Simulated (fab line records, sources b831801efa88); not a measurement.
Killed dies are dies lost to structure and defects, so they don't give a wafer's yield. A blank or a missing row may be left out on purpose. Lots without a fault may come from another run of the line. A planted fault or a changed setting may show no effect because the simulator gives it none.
A struck lot beside a sound one | flow sfq_line | 42 steps out of a route of 325
Sound: wafers L857.2, L857.3, L857.6. Struck: wafer L869.3. (L869.5, L869.6 of the same lot were not struck and are left out.) The cause comes at the end.
At each step with rows: each side's tool, then ch and its chambers, then its first start. Under that, the readings that differ: sound wafers | struck wafers | difference of the means | sigmas: that difference in standard deviations of wafers without a fault.
alike: readings whose means differ by less than 2 such deviations, and words and numbers that are the same on both sides. not compared: withheld readings, readings that some wafer has no value for, bounds like >300 that may hide the same value, and numbers for which the record gives no deviation and whose values overlap.
The two part at a step that has a row with sigmas, a row that says differs or no value, or rows on one side only. Numbers that don't overlap but have no deviation are shown without sigmas and don't part them. A reading that every wafer of one side lacks parts them only if that side has two wafers or more.

first, 6 steps without rows for these wafers: SFQ_TRILAYER_I2_VIA_LITHO_COAT_072 (resist thk 62 nm); SFQ_TRILAYER_I2_VIA_LITHO_COAT_067 (resist thk 650 nm); SFQ_TRILAYER_I2_VIA_LITHO_SOFTBAKE_071; SFQ_TRILAYER_I2_VIA_LITHO_EXPOSE_068 (exposes mask I2, target cd 500 nm); SFQ_TRILAYER_I2_VIA_LITHO_PEB_070 (peb time 60 s); SFQ_TRILAYER_I2_VIA_LITHO_DEVELOP_069 (time 60 s).
SFQ_I2_OVL_MEAS_918:
  sound on overlay-02, day 23 08:02; struck on overlay-01, day 28 20:39
  alike: I2_OVL
SFQ_TRILAYER_I2_VIA_BARC_OPEN_VIA_ETCH_096: etches BARC in O2, target depth 125 nm, time 41.7 s.
  sound on rie_diel-03 ch 0,3, day 23 08:04; struck on rie_diel-03 ch 1, day 28 20:41
  reading               | sound             | struck | difference | sigmas
  oes_product_au (a.u.) | 0.691 0.686 0.697 | 0.678  | -0.013     | -3
  alike: bias_w, drypump_motor_current_A
  not compared: rf_hours_counter_h
SFQ_TRILAYER_I2_VIA_ETCH_VIA_ETCH_070: etches SiO2 in CHF3, stops on Nb, target depth 260 nm.
  sound on rie_diel-03 ch 0,3, day 23 08:07; struck on rie_diel-03 ch 1, day 28 20:43
  reading               | sound             | struck | difference | sigmas
  oes_product_au (a.u.) | 0.843 0.855 0.854 | 0.861  | +0.010     | +2
  alike: bias_w, drypump_motor_current_A
then, 3 steps without rows for these wafers: SFQ_TRILAYER_I2_VIA_STRIP_STRIP_071 (strips in O2); SFQ_TRILAYER_I2_VIA_STRIP_SOLV_CLEAN_072 (cleans in NMP, time 600 s); SFQ_TRILAYER_M3_DEP_PRE_CLEAN_074 (time 22.5 s).
SFQ_TRILAYER_M3_DEP_SPUTTER_073: material Nb, target thk 200 nm, time 133.3 s.
  sound on pvd_sputter-03, day 23 09:02; struck on pvd_sputter-04, day 28 21:38
  reading                                             | sound             | struck | difference | sigmas
  model.Nb_of_TRILAYER_M3_DEP_SPUTTER_073.thk_nm (nm) | 200.1 198.2 199.1 | 201.2  | +2.1       |
  alike: throttle_valve_pct
SFQ_M3_RS_MEAS_919: measures by four-point-probe.
  sound on film_metro-01, day 23 09:08; struck on film_metro-04, day 28 21:46
  alike: M3_NB_RS
then, 6 steps without rows for these wafers: SFQ_TRILAYER_M3_LITHO_COAT_080 (resist thk 62 nm); SFQ_TRILAYER_M3_LITHO_COAT_075 (resist thk 600 nm); SFQ_TRILAYER_M3_LITHO_SOFTBAKE_079; SFQ_TRILAYER_M3_LITHO_EXPOSE_076 (exposes mask M3, target cd 500 nm); SFQ_TRILAYER_M3_LITHO_PEB_078 (peb time 60 s); SFQ_TRILAYER_M3_LITHO_DEVELOP_077 (time 60 s).
-- the record jumps here: 6 days lie between the struck wafers' starts before and after --
SFQ_M3_OVL_MEAS_921:
  sound on overlay-01, day 29 09:51; struck on overlay-02, day 34 20:29
  alike: M3_OVL
then, 1 step without rows for these wafers: SFQ_TRILAYER_M3_BARC_OPEN_METAL_ETCH_100 (etches BARC in O2, target depth 125 nm, time 41.7 s).
SFQ_TRILAYER_M3_ETCH_METAL_ETCH_078: etches Nb in Cl2/Ar, stops on SiO2, target depth 240 nm, time 120 s.
  sound on rie_metal-03 ch 1, day 29 09:56; struck on rie_metal-04 ch 0, day 34 20:37
  reading                        | sound             | struck | difference | sigmas
  model.M3.feature_depth_nm (nm) | 200.1 198.2 199.1 | 201.2  | +2.1       |
  model.etch.depth_nm (nm)       | 200.1 198.2 199.1 | 201.2  | +2.1       |
  alike: bias_w, drypump_motor_current_A, oes_product_au
  not compared: rf_hours_counter_h
then, 2 steps without rows for these wafers: SFQ_TRILAYER_M3_STRIP_STRIP_079 (strips in O2); SFQ_TRILAYER_M3_STRIP_SOLV_CLEAN_080 (cleans in NMP, time 600 s).
SFQ_TRILAYER_I3_DEP_PECVD_081: deposits SiO2 from SiH4/N2O, time 111.11 s, target thk 500 nm.
  sound on pecvd-03 ch 0,2, day 29 10:50; struck on pecvd-01 ch 1, day 34 21:31
  alike: heater_power_w, showerhead_vpp_V, throttle_valve_pct
then, 1 step without rows for these wafers: SFQ_TRILAYER_I3_CMP_CMP_082 (polishes SiO2).
SFQ_I3_BOW_MEAS_922:
  sound on film_metro-04, day 30 05:38; struck on film_metro-03, day 35 19:34
  alike: I3_BOW
SFQ_TRILAYER_I3_METRO_MEASURE_083:
  sound on film_metro-04, day 30 05:56; struck on film_metro-03, day 35 20:02
  alike: thk_nm
then, 6 steps without rows for these wafers: SFQ_TRILAYER_I3_VIA_LITHO_COAT_090 (resist thk 62 nm); SFQ_TRILAYER_I3_VIA_LITHO_COAT_085 (resist thk 650 nm); SFQ_TRILAYER_I3_VIA_LITHO_SOFTBAKE_089; SFQ_TRILAYER_I3_VIA_LITHO_EXPOSE_086 (exposes mask I3, target cd 500 nm); SFQ_TRILAYER_I3_VIA_LITHO_PEB_088 (peb time 60 s); SFQ_TRILAYER_I3_VIA_LITHO_DEVELOP_087 (time 60 s).
-- the record jumps here: 6 days lie between the struck wafers' starts before and after --
SFQ_I3_OVL_MEAS_923:
  sound on overlay-02, day 30 16:29; struck on overlay-02, day 41 13:23
  reading     | sound | struck | difference | sigmas
  I3_OVL (nm) | 3 3 5 | -16    | -20        | -3
SFQ_TRILAYER_I3_VIA_BARC_OPEN_VIA_ETCH_121: etches BARC in O2, target depth 125 nm, time 41.7 s.
  sound on rie_diel-02 ch 1,3, day 30 16:31; struck on rie_diel-04 ch 3, day 41 13:25
  reading               | sound             | struck | difference | sigmas
  oes_product_au (a.u.) | 0.673 0.673 0.687 | 0.691  | +0.013     | +3
  alike: bias_w, drypump_motor_current_A
  not compared: rf_hours_counter_h
then, 4 steps without rows for these wafers: SFQ_TRILAYER_I3_VIA_ETCH_VIA_ETCH_088 (etches SiO2 in CHF3, stops on Nb, target depth 260 nm); SFQ_TRILAYER_I3_VIA_STRIP_STRIP_089 (strips in O2); SFQ_TRILAYER_I3_VIA_STRIP_SOLV_CLEAN_090 (cleans in NMP, time 600 s); SFQ_TRILAYER_M4_DEP_PRE_CLEAN_092 (time 22.5 s).
-- the record jumps here: 44 days lie between the struck wafers' starts before and after --
SFQ_M8_BOW_MEAS_951:
  sound on film_metro-02, day 82 18:14; struck on film_metro-02, day 86 00:13
  reading               | sound                | struck | difference | sigmas
  model.etest.m3.ohm_sq | 0.8889 0.8977 0.8933 | 0.8842 | -0.0091    |
  alike: M8_BOW
  not compared: model.etest.m3.ohm_um

WHERE THEY PART
First at SFQ_TRILAYER_I2_VIA_BARC_OPEN_VIA_ETCH_096; last, within this record, at SFQ_TRILAYER_I3_VIA_BARC_OPEN_VIA_ETCH_121. Later steps at which nothing parts them and some readings are alike: SFQ_M8_BOW_MEAS_951.

WHY: what the simulator had put in
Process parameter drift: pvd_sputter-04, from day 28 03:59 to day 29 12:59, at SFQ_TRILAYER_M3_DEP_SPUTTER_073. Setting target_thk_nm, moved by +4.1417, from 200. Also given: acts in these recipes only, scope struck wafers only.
